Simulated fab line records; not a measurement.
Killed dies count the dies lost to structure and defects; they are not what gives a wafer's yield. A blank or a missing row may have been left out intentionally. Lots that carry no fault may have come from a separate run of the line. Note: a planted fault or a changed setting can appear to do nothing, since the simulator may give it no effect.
Which tool did it? ; flow gf180mcu ; 72 wafers from 24 lots sampled at 4 of the route's 602 steps

WHAT THE GAUGES SHOWED, per wafer
GF_M2_THK_MEAS_06: measures by xrf.
lot;measured;on;M2_ALCU_THK (nm)
L074;day 18 05:37;film-metro-04;470 472 459
L075;day 18 12:51;film-metro-02;456 465 467
L076;day 18 23:26;film-metro-04;463 464 466
L077;day 19 08:42;film-metro-02;462 466 461
L078;day 19 19:43;film-metro-02;468 457 455
L079;day 20 07:46;film-metro-04;465 451 462
L080;day 20 21:40;film-metro-04;462 467 468
L081;day 20 22:55;film-metro-01;470 468 470
L082;day 21 14:50;film-metro-02;466 463 464
L083;day 22 05:58;film-metro-01;474 464 462
L084;day 22 08:15;film-metro-04;466 467 459
L085;day 22 15:18;film-metro-01;474 471 469
L086;day 22 18:23;film-metro-01;465 464 465
L087;day 23 11:44;film-metro-01;475 482 483
L088;day 23 16:30;film-metro-01;467 461 464
L089;day 23 23:23;film-metro-02;464 462 466
L090;day 24 10:59;film-metro-02;471 464 472
L091;day 24 16:11;film-metro-01;468 462 459
L092;day 24 20:58;film-metro-02;470 466 464
L093;day 25 08:34;film-metro-01;479 464 474
L094;day 25 14:37;film-metro-04;465 472 467
L095;day 25 17:51;film-metro-01;460 457 461
L096;day 26 02:20;film-metro-04;464 477 476
L097;day 26 14:17;film-metro-04;450 455 451

GF_V2_THK_MEAS_25: measures by xrf.
lot;measured;on;V2_W_THK (nm)
L074;day 20 09:07;film-metro-03;340 346 341
L075;day 20 15:52;film-metro-02;348 347 350
L076;day 21 02:56;film-metro-01;353 353 363
L077;day 21 11:34;film-metro-02;353 360 357
L078;day 21 22:50;film-metro-02;357 355 354
L079;day 22 09:59;film-metro-01;362 351 361
L080;day 22 22:42;film-metro-03;363 348 346
L081;day 23 00:17;film-metro-02;349 352 349
L082;day 23 16:42;film-metro-03;351 354 353
L083;day 24 06:13;film-metro-03;351 349 353
L084;day 24 09:01;film-metro-03;351 343 352
L085;day 24 15:00;film-metro-02;350 357 361
L086;day 24 18:04;film-metro-01;342 346 358
L087;day 25 10:40;film-metro-02;366 355 364
L088;day 25 14:49;film-metro-03;350 340 349
L089;day 25 20:40;film-metro-03;347 350 353
L090;day 26 08:53;film-metro-03;346 339 348
L091;day 26 12:54;film-metro-03;356 341 353
L092;day 26 17:02;film-metro-01;370 367 365
L093;day 27 03:46;film-metro-01;352 338 345
L094;day 27 10:07;film-metro-01;344 339 346
L095;day 27 13:54;film-metro-02;353 349 354
L096;day 27 21:55;film-metro-02;352 368 353
L097;day 28 09:35;film-metro-02;350 358 349

EACH LOT AND THE TOOL THAT RAN IT (in order: tool; ch and the chambers of the sampled wafers; start)
lot;GF_M2_SPUTTER_00;GF_M2_STRIP_17
L074;pvd-sputter-04, day 18 05:15;plasma-asher-04 ch 0,1, day 19 06:27
L075;pvd-sputter-04, day 18 12:31;plasma-asher-04 ch 0,1, day 19 13:19
L076;pvd-sputter-03, day 18 23:05;plasma-asher-03 ch 0,1, day 19 23:59
L077;pvd-sputter-04, day 19 08:21;plasma-asher-01 ch 0,1, day 20 09:14
L078;pvd-sputter-04, day 19 19:22;plasma-asher-04 ch 0,1, day 20 20:17
L079;pvd-sputter-04, day 20 07:25;plasma-asher-03 ch 0,1, day 21 07:35
L080;pvd-sputter-01, day 20 21:19;plasma-asher-03 ch 0,1, day 21 21:44
L081;pvd-sputter-03, day 20 22:35;plasma-asher-04 ch 0,1, day 21 22:35
L082;pvd-sputter-03, day 21 14:30;plasma-asher-01 ch 0,1, day 22 14:42
L083;pvd-sputter-01, day 22 05:37;plasma-asher-03 ch 0,1, day 23 05:33
L084;pvd-sputter-03, day 22 07:53;plasma-asher-01 ch 0,1, day 23 07:37
L085;pvd-sputter-03, day 22 14:56;plasma-asher-01 ch 0,1, day 23 14:03
L086;pvd-sputter-03, day 22 18:03;plasma-asher-04 ch 0,1, day 23 16:57
L087;pvd-sputter-04, day 23 11:23;plasma-asher-04 ch 0,1, day 24 10:42
L088;pvd-sputter-01, day 23 16:10;plasma-asher-04 ch 0,1, day 24 14:29
L089;pvd-sputter-03, day 23 23:02;plasma-asher-01 ch 0,1, day 24 21:31
L090;pvd-sputter-01, day 24 10:39;plasma-asher-01 ch 0,1, day 25 09:19
L091;pvd-sputter-04, day 24 15:50;plasma-asher-04 ch 0,1, day 25 13:38
L092;pvd-sputter-03, day 24 20:38;plasma-asher-01 ch 0, day 25 17:42
L093;pvd-sputter-01, day 25 08:14;plasma-asher-01 ch 0,1, day 26 05:21
L094;pvd-sputter-03, day 25 14:16;plasma-asher-01 ch 0,1, day 26 11:46
L095;pvd-sputter-03, day 25 17:31;plasma-asher-04 ch 0,1, day 26 15:11
L096;pvd-sputter-04, day 26 01:58;plasma-asher-01 ch 0,1, day 26 23:20
L097;pvd-sputter-04, day 26 13:56;plasma-asher-03 ch 0,1, day 27 10:38
- GF_M2_SPUTTER_00: material Ti, target thk 37.5 nm, time 150 s.
- GF_M2_STRIP_17: strips in O2/N2.

AS READ BY THE TOOLS THEMSELVES (means over the sampled wafers that have a number; for cases with no such wafer, the mark the record gives instead)
GF_M2_SPUTTER_00.
lot;tool;throttle-valve-pct (%)
L074;pvd-sputter-04;29.6
L075;pvd-sputter-04;30.5
L076;pvd-sputter-03;29.9
L077;pvd-sputter-04;29.9
L078;pvd-sputter-04;30.8
L079;pvd-sputter-04;31.5
L080;pvd-sputter-01;30.2
L081;pvd-sputter-03;29.6
L082;pvd-sputter-03;29.4
L083;pvd-sputter-01;30.4
L084;pvd-sputter-03;29.9
L085;pvd-sputter-03;29.5
L086;pvd-sputter-03;29.7
L087;pvd-sputter-04;31.3
L088;pvd-sputter-01;30.3
L089;pvd-sputter-03;30.2
L090;pvd-sputter-01;30.6
L091;pvd-sputter-04;30.3
L092;pvd-sputter-03;30.0
L093;pvd-sputter-01;30.4
L094;pvd-sputter-03;29.7
L095;pvd-sputter-03;29.6
L096;pvd-sputter-04;30.8
L097;pvd-sputter-04;29.4

GF_M2_STRIP_17.
lot;tool;drypump-motor-current-A (A);heater-power-w (W);oes-product-au (a.u.);strip-time-to-endpoint-s (s)
L074;plasma-asher-04;5.5;327;0.555;7.78
L075;plasma-asher-04;5.4;328;0.558;7.87
L076;plasma-asher-03;6.3;301;0.564;7.92
L077;plasma-asher-01;5.9;310;0.559;7.88
L078;plasma-asher-04;5.5;325;0.552;7.77
L079;plasma-asher-03;6.5;348;0.563;7.93
L080;plasma-asher-03;6.5;354;0.555;7.86
L081;plasma-asher-04;5.8;325;0.565;7.93
L082;plasma-asher-01;5.9;316;0.558;7.83
L083;plasma-asher-03;6.3;299;0.556;7.89
L084;plasma-asher-01;5.9;311;0.557;7.76
L085;plasma-asher-01;5.6;315;0.558;7.88
L086;plasma-asher-04;5.4;324;0.560;7.91
L087;plasma-asher-04;5.8;329;0.560;7.82
L088;plasma-asher-04;5.8;332;0.558;7.93
L089;plasma-asher-01;5.9;318;0.558;7.88
L090;plasma-asher-01;5.6;316;0.560;7.91
L091;plasma-asher-04;5.9;331;0.558;7.87
L092;plasma-asher-01;5.4;320;0.556;7.80
L093;plasma-asher-01;5.9;318;0.562;7.89
L094;plasma-asher-01;5.9;310;0.555;7.92
L095;plasma-asher-04;5.8;327;0.560;7.94
L096;plasma-asher-01;5.6;319;0.559;7.95
L097;plasma-asher-03;6.3;299;0.557;7.95

THE ANSWER, worked out from the rows above alone
Rule: the lots themselves supply what counts as usual. Put in order of their means at a reading, lots are off if they are a third of the lots or fewer, leave a main group of 4 or more, and stand apart from it by a gap of 3 or more times the standard deviation of the main group's means; of several such gaps the widest counts. A main group is skipped when, at the precision printed for the reading in the tables above, its means are all equal. Also off: a lot with no number at a reading for which 4 or more lots have one. Any other lot the step has rows for is counted as sound. Order of review: gauges by route order, followed by the tools' own readings, for which a lot's mean as printed above is used. The first step at which some lot is off is used, and at that step the reading that is off furthest; a lot without a number counts as furthest.
Nothing can be told from this: no lot is off at any reading shown.

WHAT HAD BEEN PUT IN BY THE SIMULATOR
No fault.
